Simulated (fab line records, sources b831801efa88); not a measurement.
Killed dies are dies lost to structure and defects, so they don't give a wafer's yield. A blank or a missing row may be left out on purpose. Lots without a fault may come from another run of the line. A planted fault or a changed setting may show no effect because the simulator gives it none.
One fault seen from 2 desks | flow sky130 | each desk has only its own numbers; what lay behind them comes last

THE METROLOGY DESK
What the gauges read, lot by lot, whatever tool the lot ran on: means of the sampled wafers that have a number. A lot is out of limits, marked OUT, if its mean lies more than 4 standard deviations from the usual mean; the brackets give that distance.
Columns: A = SPACER_CVD_00_THK at SKY_SPACER_THK_MEAS_01, usual 42.9 nm
lot  | first seen here | A
L750 | day 22 12:05    | 42.9
L751 | day 22 21:07    | 43.3
L752 | day 23 18:17    | 42.6
L753 | day 24 00:56    | 43.1
L754 | day 24 08:05    | 41.5
L755 | day 24 22:02    | 42.7
L756 | day 25 03:58    | 43.0
L757 | day 25 11:37    | 43.2
L758 | day 25 14:10    | 42.5
L764 | day 27 18:26    | 37.6 (-12) OUT
L765 | day 28 10:14    | 37.2 (-13) OUT
This desk's finding: out of limits on L764, L765; first on L764, day 27 18:26 (SPACER_CVD_00_THK at SKY_SPACER_THK_MEAS_01). In limits: L750, L751, L752, L753, L754, L755, L756, L757, L758.

THE TOOL OWNER'S DESK: lpcvd-02
The tool's own readings at SKY_SPACER_CVD_00 (deposits Si3N4 from DCS/NH3, target thk 43.1 nm, time 740 s): means of the sampled wafers that have a number, for each lot that ran on this tool. A lot is out of limits, marked OUT, if its mean lies more than 4 standard deviations from the usual mean; the brackets give that distance.
Columns: A = spike_tc_bottom_C at SKY_SPACER_CVD_00, usual 787.8 C; B = spike_tc_centre_C at SKY_SPACER_CVD_00, usual 772.2 C; C = spike_tc_lower_C at SKY_SPACER_CVD_00, usual 770.5 C; D = spike_tc_top_C at SKY_SPACER_CVD_00, usual 787.5 C; E = spike_tc_upper_C at SKY_SPACER_CVD_00, usual 771.0 C; F = zone_power_centre_pct at SKY_SPACER_CVD_00, usual 13.86 %
lot  | first seen here | A                | B                | C                | D                | E                | F
L750 | day 22 10:53    | 790.5            | 770.5            | 770.4            | 788.2            | 773.3            | 14.12
L751 | day 22 19:55    | 786.4            | 773.6            | 770.1            | 786.4            | 770.7            | 13.66
L752 | day 23 17:04    | 786.7            | 773.4            | 770.4            | 786.7            | 770.4            | 13.63
L753 | day 23 23:44    | 785.9            | 773.5            | 771.1            | 787.0            | 770.0            | 13.85
L754 | day 24 06:53    | 790.5            | 770.4            | 770.6            | 789.0            | 772.9            | 14.02
L755 | day 24 20:50    | 790.2            | 771.0            | 770.7            | 786.6            | 771.6            | 14.08
L756 | day 25 02:45    | 786.5            | 773.2            | 770.6            | 787.0            | 770.6            | 13.76
L757 | day 25 10:24    | 790.7            | 771.5            | 771.1            | 788.7            | 772.1            | 14.21
L758 | day 25 12:58    | 789.3            | 770.9            | 770.7            | 788.5            | 772.2            | 14.20
L764 | day 27 17:14    | 778.6 (-5.4) OUT | 765.6            | 764.3 (-6.4) OUT | 780.1 (-6.7) OUT | 762.1 (-5.6) OUT | 13.39
L765 | day 28 08:26    | 782.0            | 763.8 (-4.9) OUT | 762.2 (-8.6) OUT | 782.0 (-5.0) OUT | 765.3            | 13.89
This desk's finding: out of limits on L764, L765; first on L764, day 27 17:14 (spike_tc_bottom_C at SKY_SPACER_CVD_00). In limits: L750, L751, L752, L753, L754, L755, L756, L757, L758.

PUT TOGETHER
The tool owner's desk could have raised an alarm at day 27 17:14, on L764, L765.
The metrology desk could have raised an alarm at day 27 18:26, on L764, L765.
Of the lots named, all ran SKY_SPACER_CVD_00 on lpcvd-02.

WHAT THE SIMULATOR HAD PUT IN
Process parameter drift: lpcvd-02, from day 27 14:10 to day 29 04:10, at SKY_SPACER_CVD_00. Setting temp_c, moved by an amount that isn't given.
Lots struck among those shown: L764, L765.
Hours from the fault's start to each desk's first reading out of limits: the tool owner's desk, 3; the metrology desk, 4.
